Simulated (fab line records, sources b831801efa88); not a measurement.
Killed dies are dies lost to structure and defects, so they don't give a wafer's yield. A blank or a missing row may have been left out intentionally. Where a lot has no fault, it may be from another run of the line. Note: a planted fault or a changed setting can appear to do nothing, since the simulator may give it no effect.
A struck lot beside a sound one ; flow sfqLine ; 43 out of 325 route steps
Sound: wafers L925.4, L925.5, L925.6. Struck: wafer L934.5 (left out: L934.2, L934.3 of the same lot, which were not struck); the cause appears at the end.
Per side, at each step with rows, come the tool, then ch with its chambers, and then its first start. Under that, the readings that differ: sound wafers ; struck wafers ; difference of the means ; sigmas: that difference in standard deviations of wafers without a fault.
alike: readings with means less than 2 such deviations apart, plus words and numbers identical on both sides. not compared: withheld readings, readings lacking a value on some wafer, bounds such as >300 that could conceal the same value, and numbers that have no deviation in the record and whose values overlap.
Wherever a step has rows on one side only, a row that says differs or no value, or a row with sigmas, the two part there. Numbers that don't overlap but have no deviation are shown without sigmas and don't part them. A reading missing from all wafers of one side parts the sides only when that side holds two or more wafers.

first, 6 steps without rows for these wafers: SFQ_TRILAYER_M4_LITHO_COAT_098 (resist thk 62 nm); SFQ_TRILAYER_M4_LITHO_COAT_093 (resist thk 600 nm); SFQ_TRILAYER_M4_LITHO_SOFTBAKE_097; SFQ_TRILAYER_M4_LITHO_EXPOSE_094 (exposes mask M4, target cd 500 nm); SFQ_TRILAYER_M4_LITHO_PEB_096 (peb time 60 s); SFQ_TRILAYER_M4_LITHO_DEVELOP_095 (time 60 s).
SFQ_M4_OVL_MEAS_926:
  sound on overlay-01 at day 54 15:01; struck on overlay-01 at day 58 10:48
reading;sound;struck;difference;sigmas
M4_OVL (nm);-10 -15 -13;10;+23;+5
then, 1 step without rows for these wafers: SFQ_TRILAYER_M4_BARC_OPEN_METAL_ETCH_123 (etches BARC in O2, target depth 125 nm, time 41.7 s).
SFQ_TRILAYER_M4_ETCH_METAL_ETCH_096: etches Nb in Cl2/Ar, stops on SiO2, target depth 240 nm, time 120 s.
  sound on rieMetal-01 ch 0,1, day 54 15:08; struck on rieMetal-04 ch 1, day 58 10:53
  alike: drypumpMotorCurrentA, oesProductAu, rfFwdPowerW
  not compared: rfHoursCounterH
SFQ_TRILAYER_M4_STRIP_STRIP_097: strips in O2.
  sound on rieMetal-01 ch 0,1, day 54 15:25; struck on rieMetal-04 ch 1, day 58 11:01
  alike: drypumpMotorCurrentA, oesProductAu
  not compared: rfHoursCounterH
then, 1 step without rows for these wafers: SFQ_TRILAYER_M4_STRIP_SOLV_CLEAN_098 (cleans in NMP, time 600 s).
SFQ_TRILAYER_I4_DEP_PECVD_099: deposits SiO2 from SiH4/N2O, time 111.11 s, target thk 500 nm.
  sound on pecvd-03 ch 0,1,2, day 54 16:03; struck on pecvd-03 ch 0, day 58 11:47
  alike: heaterPowerW, rfFwdPowerW, throttleValvePct
  not compared: sinceWetCleanH
SFQ_TRILAYER_I4_CMP_CMP_100: polishes SiO2.
  sound on cmp-01 ch 0,1,3, day 55 21:57; struck on cmp-01 ch 0, day 58 14:22
reading;sound;struck;difference;sigmas
timeToEndpointS (s);210 220 220;284;+67;+11
model.SiO2_of_TRILAYER_I4_DEP_PECVD_099.thkNm (nm);200.6 200.2 199.4;306.1;+106.0;
  alike: motorCurrentA
SFQ_I4_BOW_MEAS_927:
  sound on filmMetro-01 at day 56 00:01; struck on filmMetro-03 at day 58 14:53
  alike: I4_BOW
SFQ_TRILAYER_I4_METRO_MEASURE_101:
  sound on filmMetro-01 at day 56 00:40; struck on filmMetro-03 at day 58 15:11
reading;sound;struck;difference;sigmas
thkNm (nm);200.6 200.0 199.4;306.0;+106.0;+99 or more
then, 6 steps without rows for these wafers: SFQ_TRILAYER_I4_VIA_LITHO_COAT_108 (resist thk 62 nm); SFQ_TRILAYER_I4_VIA_LITHO_COAT_103 (resist thk 650 nm); SFQ_TRILAYER_I4_VIA_LITHO_SOFTBAKE_107; SFQ_TRILAYER_I4_VIA_LITHO_EXPOSE_104 (exposes mask I4, target cd 700 nm); SFQ_TRILAYER_I4_VIA_LITHO_PEB_106 (peb time 60 s); SFQ_TRILAYER_I4_VIA_LITHO_DEVELOP_105 (time 60 s).
-- the record jumps here: 5 days lie between the struck wafers' starts before and after --
SFQ_I4_OVL_MEAS_928:
  sound on overlay-02 at day 60 14:14; struck on overlay-02 at day 63 09:40
  alike: I4_OVL
SFQ_TRILAYER_I4_VIA_BARC_OPEN_VIA_ETCH_146: etches BARC in O2, target depth 125 nm, time 41.7 s.
  sound on rieDiel-03 ch 0,1,3, day 60 14:15; struck on rieDiel-01 ch 0, day 63 09:42
  alike: drypumpMotorCurrentA, oesProductAu, rfFwdPowerW
  not compared: rfHoursCounterH
SFQ_TRILAYER_I4_VIA_ETCH_VIA_ETCH_106: etches SiO2 in CHF3, stops on Nb, target depth 260 nm.
  sound on rieDiel-03 ch 0,1,3, day 60 14:17; struck on rieDiel-01 ch 0, day 63 09:44
reading;sound;struck;difference;sigmas
oesProductAu (a.u.);0.862 0.852 0.859;0.994;+0.136;+27
model.I4.featureDepthNm (nm);200.6 200.2 199.4;258.5;+58.4;
model.etch.depthNm (nm);200.6 200.2 199.4;258.5;+58.4;
  alike: drypumpMotorCurrentA, rfFwdPowerW
then, 4 steps without rows for these wafers: SFQ_TRILAYER_I4_VIA_STRIP_STRIP_107 (strips in O2); SFQ_TRILAYER_I4_VIA_STRIP_SOLV_CLEAN_108 (cleans in NMP, time 600 s); SFQ_TRILAYER_JJ_TRILAYER_DEP_PRE_CLEAN_113 (time 22.5 s); SFQ_TRILAYER_JJ_TRILAYER_DEP_SPUTTER_109 (material Nb, target thk 150 nm, time 100 s).
SFQ_TRILAYER_JJ_TRILAYER_DEP_SPUTTER_110: material Al, target thk 8 nm, time 10 s.
  sound on pvdSputter-04 at day 60 15:17; struck on pvdSputter-04 at day 63 10:43
  alike: chamberPressurePa, throttleValvePct
then, 2 steps without rows for these wafers: SFQ_TRILAYER_JJ_TRILAYER_DEP_AL_OXIDATION_111 (oxidation time 600 s); SFQ_TRILAYER_JJ_TRILAYER_DEP_SPUTTER_112 (material Nb, target thk 170 nm, time 113.3 s).
SFQ_JJ_RS_MEAS_929: a four-point-probe measurement.
  sound on filmMetro-04 at day 60 16:26; struck on filmMetro-01 at day 63 11:51
  alike: JJ_NB_RS
then, 6 steps without rows for these wafers: SFQ_TRILAYER_JJ_CE_LITHO_COAT_119 (resist thk 62 nm); SFQ_TRILAYER_JJ_CE_LITHO_COAT_114 (resist thk 600 nm); SFQ_TRILAYER_JJ_CE_LITHO_SOFTBAKE_118; SFQ_TRILAYER_JJ_CE_LITHO_EXPOSE_115 (exposes mask J5, target cd 700 nm); SFQ_TRILAYER_JJ_CE_LITHO_PEB_117 (peb time 60 s); SFQ_TRILAYER_JJ_CE_LITHO_DEVELOP_116 (time 60 s).
-- the record jumps here: 3 days lie between the struck wafers' starts before and after --
SFQ_JJ_OVL_MEAS_931:
  sound on overlay-02 at day 65 22:35; struck on overlay-02 at day 66 09:22
  alike: J5_OVL
then, 2 steps without rows for these wafers: SFQ_TRILAYER_JJ_CE_METRO_MEASURE_117; SFQ_TRILAYER_JJ_CE_BARC_OPEN_RIE_150 (chemistry O2, target BARC, target depth 240 nm, time 80 s).
-- the record jumps here: 4 days lie between the struck wafers' starts before and after --
SFQ_TRILAYER_M5_ETCH_METAL_ETCH_126: etches Nb in Cl2/BCl3, stops on SiO2, time 203.2 s, target depth 265 nm.
  sound on rieMetal-01 ch 0,1, day 70 01:34; struck on rieMetal-02 ch 1, day 70 18:18
reading;sound;struck;difference;sigmas
model.SiO2_of_TRILAYER_I4_DEP_PECVD_099.thkNm (nm);180.8 180.2 179.6;286.4;+106.2;
  alike: drypumpMotorCurrentA, oesProductAu, rfFwdPowerW
  not compared: rfHoursCounterH
-- the record jumps here: 15 days lie between the struck wafers' starts before and after --
SFQ_M8_BOW_MEAS_951:
  sound on filmMetro-04 at day 83 20:52; struck on filmMetro-04 at day 85 18:14
reading;sound;struck;difference;sigmas
model.etest.i4.linkOhm;2.181 2.185 2.171;1e+06;+1e+06;
  alike: M8_BOW

WHERE THEY PART
Last at SFQ_TRILAYER_I4_VIA_ETCH_VIA_ETCH_106 as far as this record goes, first at SFQ_M4_OVL_MEAS_926. Later steps at which nothing parts them and some readings are alike: SFQ_TRILAYER_JJ_TRILAYER_DEP_SPUTTER_110, SFQ_JJ_RS_MEAS_929, SFQ_JJ_OVL_MEAS_931, SFQ_TRILAYER_M5_ETCH_METAL_ETCH_126, SFQ_M8_BOW_MEAS_951.

WHY: whatever the simulator had introduced
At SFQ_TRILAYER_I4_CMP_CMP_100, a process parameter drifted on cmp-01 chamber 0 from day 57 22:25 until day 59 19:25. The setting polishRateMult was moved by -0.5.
